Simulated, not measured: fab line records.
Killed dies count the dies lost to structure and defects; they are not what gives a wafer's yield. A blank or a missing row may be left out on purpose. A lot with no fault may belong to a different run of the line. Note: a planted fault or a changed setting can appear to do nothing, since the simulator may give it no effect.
Which tool did it? | flow sky130 | 39 wafers from 13 lots sampled at 3 of the route's 708 steps

## WHAT THE GAUGES SHOWED, per wafer
SKY_VT_ADJUST_HVTP_OVL_MEAS_08. Usual: VT_ADJUST_HVTP_OVL -1.1 nm, standard deviation 1.1.
lot  | measured     | on         | VT_ADJUST_HVTP_OVL (nm) | flag
L763 | day 5 21:29  | overlay-01 | -2.9 -2.0 -1.4          |
L765 | day 6 14:29  | overlay-01 | -1.2 -1.3 -2.5          |
L766 | day 6 21:48  | overlay-02 | -1.4 -0.4 -0.8          |
L767 | day 7 02:55  | overlay-01 | 1.4 0.3 -0.9            |
L768 | day 7 10:23  | overlay-02 | -2.6 -2.5 -3.6          |
L770 | day 8 03:56  | overlay-01 | -0.8 -0.3 -1.1          |
L771 | day 8 04:40  | overlay-02 | -1.6 -0.6 -0.9          |
L773 | day 8 17:04  | overlay-02 | -2.5 -0.4 -1.1          |
L775 | day 9 09:05  | overlay-02 | -3.0 -2.4 0.0           |
L776 | day 9 18:22  | overlay-01 | -1.7 -3.1 -2.4          |
L777 | day 9 21:00  | overlay-02 | -4.2 -2.3 -0.9          |
L778 | day 10 01:45 | overlay-02 | -2.4 -2.9 -0.3          |
L780 | day 10 16:30 | overlay-02 | -1.7 -0.5 -0.8          |

SKY_VT_ADJUST_PCH_OVL_MEAS_07. Usual: VT_ADJUST_PCH_OVL -0.2 nm, standard deviation 1.6.
lot  | measured     | on         | VT_ADJUST_PCH_OVL (nm) | flag
L763 | day 10 06:10 | overlay-01 | -1.5 -1.1 -0.5         |
L765 | day 11 03:19 | overlay-01 | -0.1 -0.5 -1.7         |
L766 | day 11 11:02 | overlay-02 | -0.9 -2.4 -1.1         |
L767 | day 11 17:37 | overlay-02 | 3.8 0.6 0.8            |
L768 | day 12 02:50 | overlay-02 | -0.9 -0.5 0.9          |
L770 | day 12 21:32 | overlay-02 | -3.5 0.7 -1.8          |
L771 | day 12 21:44 | overlay-01 | 0.3 0.1 -1.8           |
L773 | day 13 13:19 | overlay-01 | 1.0 2.2 2.5            |
L775 | day 14 07:44 | overlay-02 | -2.9 -2.2 0.5          |
L776 | day 14 18:05 | overlay-01 | 0.8 -1.5 1.1           |
L777 | day 14 21:06 | overlay-01 | 2.3 0.5 4.1            |
L778 | day 15 03:32 | overlay-01 | 0.9 1.8 0.7            |
L780 | day 15 21:13 | overlay-02 | 0.3 -2.5 -0.5          |

## WHAT TOOL EACH LOT RAN ON (gives the tool, then ch and the chambers of the sampled wafers, and finally the start)
lot  | SKY_PWDE_EXPOSE_04
L763 | iline-stepper-02 ch 0, day 3 10:40
L765 | iline-stepper-01 ch 0, day 3 23:46
L766 | iline-stepper-01 ch 0, day 4 06:17
L767 | iline-stepper-01 ch 0, day 4 10:29
L768 | iline-stepper-02 ch 0, day 4 16:03
L770 | iline-stepper-02 ch 0, day 5 08:05
L771 | iline-stepper-02 ch 0, day 5 08:12
L773 | iline-stepper-01 ch 0, day 5 18:44
L775 | iline-stepper-02 ch 0, day 6 07:49
L776 | iline-stepper-01 ch 0, day 6 16:18
L777 | iline-stepper-02 ch 0, day 6 18:30
L778 | iline-stepper-02 ch 0, day 6 23:13
L780 | iline-stepper-02 ch 0, day 7 10:38
- SKY_PWDE_EXPOSE_04: exposes mask PWDEM, target cd 840 nm.

## AS READ BY THE TOOLS THEMSELVES (means over the sampled wafers that have a number; for cases with no such wafer, the mark the record gives instead)
The record holds no such reading with a usual standard deviation.

## THE ANSWER, worked out from the rows above alone
Rule: a lot counts as off when the mean over its wafers that have a number is more than 3 standard deviations away from the usual mean. Also off: a lot with no number at a reading for which 4 or more lots have one. Any other lot the step has rows for is counted as sound. Order of review: gauges by route order, followed by the tools' own readings, for which a lot's mean as printed above is used. The first step at which some lot is off is used, and at that step the reading that is off furthest; a lot without a number counts as furthest.
No lot is off on any of the readings shown, so nothing can be concluded from this.

## WHAT THE SIMULATOR HAD INSERTED
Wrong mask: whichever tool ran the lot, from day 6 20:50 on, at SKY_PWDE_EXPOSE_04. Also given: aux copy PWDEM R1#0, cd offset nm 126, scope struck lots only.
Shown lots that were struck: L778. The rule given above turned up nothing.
